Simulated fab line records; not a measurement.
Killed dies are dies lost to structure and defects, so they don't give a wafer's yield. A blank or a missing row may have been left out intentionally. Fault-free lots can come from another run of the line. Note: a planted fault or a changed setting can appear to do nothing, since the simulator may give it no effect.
fab line records	flow sky130
[record] lots = 10	wafers = 30	last_day = 50
route steps=708 shown LDD_N@254 LOCAL_INTERCONNECT@387 METAL1@452 VIA1@472
lots with no fault: from the same line, run without faults
start_h: hours from the record's first day to the start of the lot's first wafer shown	wait_h: hours from the lot's prior step to this one	" same as the row above	L1.1+2: several wafers, shown together as one row	- no value, or no start given	* or withheld: withheld	< > ~ a bound
route shown NAME@n: a module of which the file shows steps, and the number in the route of the first	usual: the fault-free wafers' mean and standard deviation	same: alike in all rows	chamber/n: place in a boat	sites: readings site by site	_std_site: standard deviation across them	_edge_site: outer sites' mean less inner sites'	radius_mm: how far each site lies from the wafer's centre	mask NAME#n: copy n	behind: the most recent tool/chamber to have shaped the wafer	hold: what put the lot on hold/how long, in hours/how the hold closed	device: the transistor (n, p or np) that didn't switch	end of line: tests of these same wafers at the route's end	where a step has no rows: the recipe by itself	killed: count of dies lost to structure and defects at first sort (not the wafer's yield)	map: the dies of a wafer, with x for killed, . for not killed, _ for no die there
set.NAME: the setting as run; set.NAME@STEP: as run at that earlier step	model.NAME: the simulator's own value behind a step, which no gauge read
a sample of lots followed through the steps of the route, with each step as a table and each wafer as a row
services: the hour from which a tool's chamber was out of use, counted from the record's first day as start_h (under 0 if before that day), plus the number of hours and why
[[steps]]
[step SKY_LDD_N_TW_MEAS_17]
[usual] LDD_N_TW = 2579/13
lot.wafer	tool	chamber	start_h	wait_h	LDD_N_TW
L336.1	film_metro-02	-	423.94	0.1	2561
L336.2	"	-	"	"	2561
L336.4	"	-	"	"	2548
L340.2	film_metro-04	-	478.03	0.1	2582
L340.4	"	-	"	"	2561
L340.5	"	-	"	"	2571
L341.1	film_metro-02	-	483.99	0.1	2583
L341.3	"	-	"	"	2579
L341.6	"	-	"	"	2571
L342.1	film_metro-02	-	497.55	0.1	2581
L342.4	"	-	"	"	2555
L342.5	"	-	"	"	2565
L347.1	film_metro-04	-	531.42	0.1	2605
L347.2	"	-	"	"	2590
L347.6	"	-	"	"	2606
L350.1	film_metro-03	-	553.24	0.1	2584
L350.2	"	-	"	"	2587
L350.3	"	-	"	"	2584
L351.1	film_metro-02	-	557.15	0.1	2586
L351.2	"	-	"	"	2580
L351.4	"	-	"	"	2576
L353.2	film_metro-03	-	571.08	0.1	2571
L353.3	"	-	"	"	2596
L353.6	"	-	"	"	2586
L355.2	film_metro-02	-	584.18	0.1	2576
L355.3	"	-	"	"	2586
L355.6	"	-	"	"	2576
L357.2	film_metro-04	-	613.41	0.1	2590
L357.3	"	-	"	"	2600
L357.5	"	-	"	"	2599
[step SKY_LOCAL_INTERCONNECT_SPUTTER_00]
[recipe] material = TiN	target_thk_nm = 100	temp_c = 300	power_w = 6500	time_s = 83.3	chamber_pressure_pa = 0.4
[usual] cathode_dc_power_W = 6499.8/1.2	throttle_valve_pct = 29.8/1.2
lot.wafer	tool	chamber	start_h	wait_h	cathode_dc_power_W	throttle_valve_pct
L336.1	pvd_sputter-02	-	698.81	0.1	6500.5	31.4
L336.2	"	-	"	"	6498.2	29.9
L336.4	"	-	"	"	6500.5	30.1
L340.2	pvd_sputter-02	-	742.32	0.2	6500.0	29.8
L340.4	"	-	"	"	6499.6	31.5
L340.5	"	-	"	"	6500.3	30.2
L341.1	pvd_sputter-02	-	749.07	0.1	6500.8	29.8
L341.3	"	-	"	"	6502.8	31.6
L341.6	"	-	"	"	6501.9	30.1
L342.1	pvd_sputter-02	-	760.33	0.2	6501.4	29.8
L342.4	"	-	"	"	6500.8	29.8
L342.5	"	-	"	"	6499.6	29.6
L347.1	pvd_sputter-02	-	790.39	0.1	6501.6	31.5
L347.2	"	-	"	"	6501.7	30.1
L347.6	"	-	"	"	6499.3	29.4
L350.1	pvd_sputter-02	-	808.85	0.1	7458.4	31.5
L350.2	"	-	"	"	7457.1	29.8
L350.3	"	-	"	"	7457.7	30.1
L351.1	pvd_sputter-03	-	813.84	0.1	6500.6	28.1
L351.2	"	-	"	"	6501.0	30.0
L351.4	"	-	"	"	6500.5	31.3
L353.2	pvd_sputter-02	-	823.12	0.2	7456.9	30.2
L353.3	"	-	"	"	7459.9	31.5
L353.6	"	-	"	"	7458.9	31.6
L355.2	pvd_sputter-04	-	835.36	0.2	6499.2	28.4
L355.3	"	-	"	"	6500.1	28.8
L355.6	"	-	"	"	6499.3	31.7
L357.2	pvd_sputter-03	-	864.18	0.2	6499.3	30.7
L357.3	"	-	"	"	6499.1	28.6
L357.5	"	-	"	"	6498.9	30.8
[step SKY_LOCAL_INTERCONNECT_RS_MEAS_01]
[recipe] thk_meas_gauge = four-point-probe	reads = TiN_of_LOCAL_INTERCONNECT_SPUTTER_00
[usual] LOCAL_INTERCONNECT_TIN_RS = 14.11/0.13
lot.wafer	tool	chamber	start_h	wait_h	LOCAL_INTERCONNECT_TIN_RS[ohm/sq]
L336.1	film_metro-03	-	698.87	0.0	14.05
L336.2	"	-	"	"	14.08
L336.4	"	-	"	"	13.98
L340.2	film_metro-02	-	742.40	0.1	14.17
L340.4	"	-	"	"	13.99
L340.5	"	-	"	"	14.14
L341.1	film_metro-01	-	749.14	0.0	14.16
L341.3	"	-	"	"	14.04
L341.6	"	-	"	"	14.17
L342.1	film_metro-02	-	760.39	0.0	13.95
L342.4	"	-	"	"	13.97
L342.5	"	-	"	"	13.76
L347.1	film_metro-02	-	790.45	0.0	13.96
L347.2	"	-	"	"	14.09
L347.6	"	-	"	"	13.91
L350.1	film_metro-02	-	808.91	0.0	12.29
L350.2	"	-	"	"	12.30
L350.3	"	-	"	"	12.29
L351.1	film_metro-03	-	813.90	0.0	14.31
L351.2	"	-	"	"	14.19
L351.4	"	-	"	"	14.28
L353.2	film_metro-01	-	823.20	0.1	12.26
L353.3	"	-	"	"	12.29
L353.6	"	-	"	"	12.27
L355.2	film_metro-03	-	835.44	0.1	14.31
L355.3	"	-	"	"	14.15
L355.6	"	-	"	"	14.12
L357.2	film_metro-03	-	864.26	0.1	14.29
L357.3	"	-	"	"	14.25
L357.5	"	-	"	"	14.32
[step SKY_LOCAL_INTERCONNECT_THK_MEAS_02]
[recipe] thk_meas_gauge = xrf	reads = TiN_of_LOCAL_INTERCONNECT_SPUTTER_00
[usual] LOCAL_INTERCONNECT_TIN_THK = 98.1/0.88
lot.wafer	tool	chamber	start_h	wait_h	LOCAL_INTERCONNECT_TIN_THK[nm]
L336.1	film_metro-03	-	698.99	0.1	98.0
L336.2	"	-	"	"	97.9
L336.4	"	-	"	"	98.8
L340.2	film_metro-02	-	742.51	0.1	97.9
L340.4	"	-	"	"	98.8
L340.5	"	-	"	"	97.4
L341.1	film_metro-01	-	749.26	0.1	97.2
L341.3	"	-	"	"	98.6
L341.6	"	-	"	"	97.6
L342.1	film_metro-02	-	760.51	0.1	100.0
L342.4	"	-	"	"	99.3
L342.5	"	-	"	"	100.6
L347.1	film_metro-02	-	790.57	0.1	98.7
L347.2	"	-	"	"	98.4
L347.6	"	-	"	"	99.7
L350.1	film_metro-02	-	809.03	0.1	111.9
L350.2	"	-	"	"	111.6
L350.3	"	-	"	"	112.2
L351.1	film_metro-03	-	814.02	0.1	97.6
L351.2	"	-	"	"	98.4
L351.4	"	-	"	"	98.0
L353.2	film_metro-01	-	823.31	0.1	112.2
L353.3	"	-	"	"	112.0
L353.6	"	-	"	"	111.4
L355.2	film_metro-03	-	835.55	0.1	97.3
L355.3	"	-	"	"	98.2
L355.6	"	-	"	"	97.9
L357.2	film_metro-03	-	864.37	0.1	97.4
L357.3	"	-	"	"	97.4
L357.5	"	-	"	"	96.5
[step SKY_LOCAL_INTERCONNECT_METAL_ETCH_14]
[recipe] target_depth_nm = 110	stop_on = PSG	chemistry = Cl2/BCl3	target = TiN	resist_sidewall_deg = 88	pressure_mtorr = 10	icp_w = 900	bias_w = 48.5	Cl2_flow_sccm = 60	bcl3_flow_sccm = 30	time_s = 31.4
[usual] drypump_motor_current_A = 5.9/0.37	oes_product_au = 0.941/0.0064	throttle_valve_pct = 21.902/0.0094
lot.wafer	tool	chamber	start_h	wait_h	drypump_motor_current_A	oes_product_au	rf_hours_counter_h	throttle_valve_pct
L336.1	rie_metal-03	1	726.38	0.0	5.9	0.947	4	21.894
L336.2	"	0	"	"	5.9	0.944	12	21.899
L336.4	"	1	"	"	5.9	0.941	-	21.901
L340.2	rie_metal-03	1	769.68	0.0	6.0	0.944	6	21.915
L340.4	"	1	"	"	6.0	0.946	-	21.893
L340.5	"	0	"	"	5.9	0.937	-	21.913
L341.1	rie_metal-04	1	775.65	0.0	5.2	0.932	5	21.904
L341.3	"	0	"	"	6.2	0.948	-	21.918
L341.6	"	1	"	"	5.2	0.938	-	21.905
L342.1	rie_metal-04	0	787.03	0.0	6.2	0.946	10	21.886
L342.4	"	0	"	"	6.2	0.951	-	21.884
L342.5	"	0	"	"	6.2	0.957	-	21.889
L347.1	rie_metal-03	1	815.65	0.0	6.0	0.949	7	21.886
L347.2	"	0	"	"	5.9	0.940	15	21.904
L347.6	"	1	"	"	5.9	0.955	-	21.884
L350.1	rie_metal-04	1	834.60	0.0	5.1	0.996	7	21.858
L350.2	"	0	"	"	6.2	0.994	12	21.876
L350.3	"	1	"	"	5.2	0.994	-	21.863
L351.1	rie_metal-02	0	840.25	0.0	6.0	0.932	1	21.924
L351.2	"	1	"	"	6.2	0.943	19	21.916
L351.4	"	0	"	"	6.0	0.937	-	21.905
L353.2	rie_metal-04	0	850.55	0.0	6.2	0.996	12	21.861
L353.3	"	1	"	"	5.1	0.998	-	21.867
L353.6	"	0	"	"	6.2	0.994	-	21.877
L355.2	rie_metal-04	1	861.28	0.0	5.2	0.934	8	21.906
L355.3	"	1	"	"	5.2	0.935	-	21.900
L355.6	"	1	"	"	5.2	0.941	-	21.901
L357.2	rie_metal-02	0	890.36	0.1	6.0	0.936	-	21.910
L357.3	"	0	"	"	6.0	0.934	-	21.895
L357.5	"	0	"	"	6.0	0.936	-	21.903
[step SKY_METAL1_ETCH_18]
[recipe] chemistry = N2/H2	target = BARC	ion_energy_ev = 200	bias_w = 100	pressure_mtorr = 30	n2_flow_sccm = 100	h2_flow_sccm = 200	icp_w = 500	stop_on = SiO2	time_s = 45.9	target_depth_a = 600
[usual] drypump_motor_current_A = 5.7/0.37	oes_product_au = 0.854/0.005	throttle_valve_pct = 13.225/0.0096
lot.wafer	tool	chamber	start_h	wait_h	drypump_motor_current_A	oes_product_au	rf_hours_counter_h	throttle_valve_pct
L336.1	rie_metal-04	0	782.79	0.0	6.2	0.844	10	13.230
L336.2	"	1	"	"	5.1	0.859	6	13.225
L336.4	"	1	"	"	5.2	0.848	-	13.219
L340.2	rie_metal-01	0	822.94	0.0	5.8	0.861	14	13.237
L340.4	"	1	"	"	5.3	0.866	-	13.233
L340.5	"	0	"	"	5.8	0.856	-	13.232
L341.1	rie_metal-03	1	828.29	0.0	6.0	0.856	8	13.229
L341.3	"	1	"	"	6.0	0.849	-	13.235
L341.6	"	1	"	"	6.0	0.850	-	13.225
L342.1	rie_metal-03	0	840.69	0.0	5.9	0.853	16	13.217
L342.4	"	1	"	"	6.0	0.852	-	13.230
L342.5	"	1	"	"	6.0	0.862	-	13.221
L347.1	rie_metal-04	0	871.27	0.0	6.2	0.850	13	13.231
L347.2	"	1	"	"	5.1	0.846	9	13.238
L347.6	"	0	"	"	6.2	0.862	-	13.247
L350.1	rie_metal-03	0	890.16	0.0	5.9	0.851	18	13.222
L350.2	"	1	"	"	6.0	0.844	10	13.242
L350.3	"	1	"	"	6.0	0.854	-	13.219
L351.1	rie_metal-01	0	894.90	0.0	5.8	0.857	16	13.223
L351.2	"	1	"	"	5.3	0.856	14	13.208
L351.4	"	0	"	"	5.8	0.855	-	13.213
L353.2	rie_metal-04	0	904.55	0.0	6.2	0.850	15	13.226
L353.3	"	0	"	"	6.2	0.856	-	13.221
L353.6	"	0	"	"	6.2	0.848	-	13.239
L355.2	rie_metal-04	0	914.59	0.0	6.2	0.853	15	13.225
L355.3	"	0	"	"	6.2	0.865	-	13.240
L355.6	"	1	"	"	5.2	0.852	-	13.240
L357.2	rie_metal-03	0	942.57	0.0	5.9	0.850	1	13.224
L357.3	"	1	"	"	6.0	0.848	-	13.221
L357.5	"	1	"	"	6.0	0.856	-	13.231
[step SKY_VIA1_ETCH_14]
[recipe] chemistry = N2/H2	target = BARC	ion_energy_ev = 200	source_w = 500	bias_w = 100	pressure_mtorr = 30	n2_flow_sccm = 100	h2_flow_sccm = 200	stop_on = SiO2	time_s = 45.9	target_depth_a = 600
[usual] drypump_motor_current_A = 5.9/0.44	oes_product_au = 0.854/0.005	throttle_valve_pct = 13.224/0.0087
lot.wafer	tool	chamber	start_h	wait_h	drypump_motor_current_A	oes_product_au	rf_hours_counter_h	throttle_valve_pct
L336.1	rie_diel-02	2	810.37	0.0	6.4	0.866	14	13.229
L336.2	"	1	"	"	6.1	0.855	16	13.216
L336.4	"	1	"	"	6.1	0.849	-	13.230
L340.2	rie_diel-02	0	850.97	0.0	5.6	0.847	20	13.230
L340.4	"	2	"	"	6.3	0.864	15	13.213
L340.5	"	1	"	"	6.1	0.858	-	13.223
L341.1	rie_diel-02	2	855.09	0.0	6.3	0.863	15	13.221
L341.3	"	3	"	"	6.4	0.851	1	13.208
L341.6	"	1	"	"	6.1	0.861	-	13.227
L342.1	rie_diel-03	3	867.99	0.0	6.3	0.840	17	13.226
L342.4	"	0	"	"	5.8	0.856	-	13.218
L342.5	"	3	"	"	6.3	0.845	-	13.236
L347.1	rie_diel-02	3	898.21	0.0	6.4	0.856	2	13.229
L347.2	"	0	"	"	5.6	0.852	21	13.229
L347.6	"	0	"	"	5.6	0.857	-	13.228
L350.1	rie_diel-01	0	916.34	0.0	5.2	0.855	17	13.214
L350.2	"	1	"	"	5.4	0.843	20	13.230
L350.3	"	3	"	"	6.7	0.843	16	13.219
L351.1	rie_diel-02	1	921.46	0.0	6.0	0.860	20	13.223
L351.2	"	3	"	"	6.4	0.853	3	13.231
L351.4	"	2	"	"	6.4	0.846	15	13.219
L353.2	rie_diel-03	0	929.29	0.0	5.8	0.851	18	13.216
L353.3	"	3	"	"	6.3	0.857	19	13.236
L353.6	"	1	"	"	6.2	0.847	-	13.238
L355.2	rie_diel-02	1	940.98	0.0	6.1	0.850	20	13.219
L355.3	"	3	"	"	6.4	0.847	3	13.226
L355.6	"	3	"	"	6.4	0.856	-	13.213
L357.2	rie_diel-01	0	967.92	0.0	5.3	0.849	18	13.225
L357.3	"	3	"	"	6.6	0.850	17	13.210
L357.5	"	0	"	"	5.3	0.853	-	13.223
[[services]]
tool	chamber	start_h	hours	kind
rie_metal-03	1	682.17	14.9	repair
rie_metal-03	0	698.40	9.5	repair
rie_diel-02	1	708.36	2.1	repair
rie_diel-03	0	710.23	3.5	repair
rie_metal-03	1	714.49	8.9	repair
rie_diel-01	0	719.81	10.0	repair
rie_metal-03	-	730.67	0.6	repair
rie_diel-03	3	734.24	13.3	repair
rie_diel-03	0	739.67	11.4	repair
rie_metal-03	-	746.87	1.4	pm
rie_metal-01	1	756.07	12.2	repair
rie_diel-02	-	780.89	0.5	repair
rie_diel-03	-	782.00	2.8	pm
rie_diel-01	0	784.14	9.5	repair
rie_metal-04	-	787.46	0.1	repair
pvd_sputter-03	-	789.45	3.3	repair
rie_diel-01	-	791.67	2.8	pm
rie_diel-02	2	814.58	6.8	repair
rie_metal-04	-	835.32	0.7	repair
rie_diel-02	2	867.48	40.0	repair
rie_diel-02	0	939.08	9.1	repair
rie_diel-02	1	945.24	4.0	repair
rie_metal-04	-	956.44	1.4	pm
rie_diel-02	2	961.55	20.1	repair
[[key]]
[first_sign] step = SKY_LOCAL_INTERCONNECT_SPUTTER_00	reading = cathode_dc_power_W	direction = up	sigmas = 99+	usual = 6499.8	struck = 7458.2
[effect] step = SKY_LOCAL_INTERCONNECT_RS_MEAS_01	reading = LOCAL_INTERCONNECT_TIN_RS	direction = down	sigmas = 14	usual = 14.11	struck = 12.28
[effect] step = SKY_LOCAL_INTERCONNECT_THK_MEAS_02	reading = LOCAL_INTERCONNECT_TIN_THK	direction = up	sigmas = 16	usual = 98.1	struck = 111.9
[effect] step = SKY_LOCAL_INTERCONNECT_METAL_ETCH_14	reading = oes_product_au	direction = up	sigmas = 8.4	usual = 0.941	struck = 0.995
met_at SKY_LOCAL_INTERCONNECT_SPUTTER_00
struck_lots L350,L353
tester_left_out L350,L353
not_acting_at SKY_LDD_N_TW_MEAS_17,SKY_METAL1_ETCH_18,SKY_VIA1_ETCH_14
onset_between 790.39 808.85
[fault] kind = process_parameter_drift	tool = pvd_sputter-02	chamber = -	onset_h = 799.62	steps = SKY_LOCAL_INTERCONNECT_SPUTTER_00	channel = power_w	offset = *	shape = step	end_h = 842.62	acts_in = *	stated = *
// tester_left_out: of these lots the tester's yield and bins aren't shown, on N5 and GAA mostly nor the transistor test; their killed dies are dies lost to structure and defects alone, not to doping, threshold or leakage, so they don't give the yield
